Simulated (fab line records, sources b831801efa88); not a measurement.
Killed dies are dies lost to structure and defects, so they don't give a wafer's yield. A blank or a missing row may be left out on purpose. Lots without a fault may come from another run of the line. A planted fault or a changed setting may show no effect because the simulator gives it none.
A struck lot beside a sound one | flow sfq_line | 24 steps out of a route of 325
Sound: wafers L247.1, L247.3, L247.4. Struck: wafers L264.3, L264.4, L264.6. The cause comes at the end.
At each step with rows: each side's tool, then ch and its chambers, then its first start. Under that, the readings that differ: sound wafers | struck wafers | difference of the means | sigmas: that difference in standard deviations of wafers without a fault.
alike: readings whose means differ by less than 2 such deviations, and words and numbers that are the same on both sides. not compared: withheld readings, readings that some wafer has no value for, bounds like >300 that may hide the same value, and numbers for which the record gives no deviation and whose values overlap.
The two part at a step that has a row with sigmas, a row that says differs or no value, or rows on one side only. Numbers that don't overlap but have no deviation are shown without sigmas and don't part them. A reading that every wafer of one side lacks parts them only if that side has two wafers or more.

first, 6 steps without rows for these wafers: SFQ_TRILAYER_I3_VIA_LITHO_COAT_090 (resist thk 62 nm); SFQ_TRILAYER_I3_VIA_LITHO_COAT_085 (resist thk 650 nm); SFQ_TRILAYER_I3_VIA_LITHO_SOFTBAKE_089; SFQ_TRILAYER_I3_VIA_LITHO_EXPOSE_086 (exposes mask I3, target cd 500 nm); SFQ_TRILAYER_I3_VIA_LITHO_PEB_088 (peb time 60 s); SFQ_TRILAYER_I3_VIA_LITHO_DEVELOP_087 (time 60 s).
SFQ_I3_OVL_MEAS_923:
  sound on overlay-02, day 32 09:03; struck on overlay-02, day 41 19:09
  alike: I3_OVL
SFQ_TRILAYER_I3_VIA_BARC_OPEN_VIA_ETCH_121: etches BARC in O2, target depth 125 nm, time 41.7 s.
  sound on rie_diel-03 ch 0,1,2, day 32 09:05; struck on rie_diel-01 ch 0,1,2, day 41 19:11
  alike: drypump_motor_current_A, oes_product_au
  not compared: rf_hours_counter_h
SFQ_TRILAYER_I3_VIA_ETCH_VIA_ETCH_088: etches SiO2 in CHF3, stops on Nb, target depth 260 nm.
  sound on rie_diel-03 ch 0,1,2, day 32 09:08; struck on rie_diel-01 ch 0,1,2, day 41 19:13
  alike: drypump_motor_current_A, oes_product_au
SFQ_TRILAYER_I3_VIA_STRIP_STRIP_089: strips in O2.
  sound on rie_metal-01 ch 0, day 32 09:14; struck on rie_metal-01 ch 0,1, day 41 19:32
  alike: drypump_motor_current_A, oes_product_au
  not compared: rf_hours_counter_h
then, 2 steps without rows for these wafers: SFQ_TRILAYER_I3_VIA_STRIP_SOLV_CLEAN_090 (cleans in NMP, time 600 s); SFQ_TRILAYER_M4_DEP_PRE_CLEAN_092 (time 22.5 s).
SFQ_TRILAYER_M4_DEP_SPUTTER_091: material Nb, target thk 200 nm, time 133.3 s.
  sound on pvd_sputter-06, day 32 10:38; struck on pvd_sputter-04, day 41 20:08
  alike: cathode_dc_power_W, throttle_valve_pct
SFQ_M4_RS_MEAS_924: measures by four-point-probe.
  sound on film_metro-04, day 32 10:44; struck on film_metro-04, day 41 20:16
  reading           | sound             | struck            | difference | sigmas
  M4_NB_RS (ohm/sq) | 0.889 0.876 0.887 | 1.227 1.249 1.253 | +0.359     | +37
then, 6 steps without rows for these wafers: SFQ_TRILAYER_M4_LITHO_COAT_098 (resist thk 62 nm); SFQ_TRILAYER_M4_LITHO_COAT_093 (resist thk 600 nm); SFQ_TRILAYER_M4_LITHO_SOFTBAKE_097; SFQ_TRILAYER_M4_LITHO_EXPOSE_094 (exposes mask M4, target cd 500 nm); SFQ_TRILAYER_M4_LITHO_PEB_096 (peb time 60 s); SFQ_TRILAYER_M4_LITHO_DEVELOP_095 (time 60 s).
-- the record jumps here: 6 days lie between the struck wafers' starts before and after --
SFQ_M4_OVL_MEAS_926:
  sound on overlay-01, day 38 11:34; struck on overlay-01, day 47 19:08
  alike: M4_OVL
SFQ_TRILAYER_M4_BARC_OPEN_METAL_ETCH_123: etches BARC in O2, target depth 125 nm, time 41.7 s.
  sound on rie_metal-03 ch 0,1, day 38 11:36; struck on rie_metal-02 ch 0,1, day 47 19:10
  alike: drypump_motor_current_A, oes_product_au
  not compared: rf_hours_counter_h
SFQ_TRILAYER_M4_ETCH_METAL_ETCH_096: etches Nb in Cl2/Ar, stops on SiO2, target depth 240 nm, time 120 s.
  sound on rie_metal-03 ch 0,1, day 38 11:40; struck on rie_metal-02 ch 0,1, day 47 19:15
  reading               | sound             | struck            | difference | sigmas
  oes_product_au (a.u.) | 0.894 0.897 0.896 | 0.789 0.790 0.784 | -0.108     | -16
  alike: drypump_motor_current_A
  not compared: rf_hours_counter_h
SFQ_TRILAYER_M4_STRIP_STRIP_097: strips in O2.
  sound on rie_metal-03 ch 0,1, day 38 11:47; struck on rie_metal-02 ch 0,1, day 47 19:32
  alike: drypump_motor_current_A, oes_product_au
  not compared: rf_hours_counter_h

WHERE THEY PART
First at SFQ_M4_RS_MEAS_924; last, within this record, at SFQ_TRILAYER_M4_ETCH_METAL_ETCH_096. Later steps at which nothing parts them and some readings are alike: SFQ_TRILAYER_M4_STRIP_STRIP_097.

WHY: what the simulator had put in
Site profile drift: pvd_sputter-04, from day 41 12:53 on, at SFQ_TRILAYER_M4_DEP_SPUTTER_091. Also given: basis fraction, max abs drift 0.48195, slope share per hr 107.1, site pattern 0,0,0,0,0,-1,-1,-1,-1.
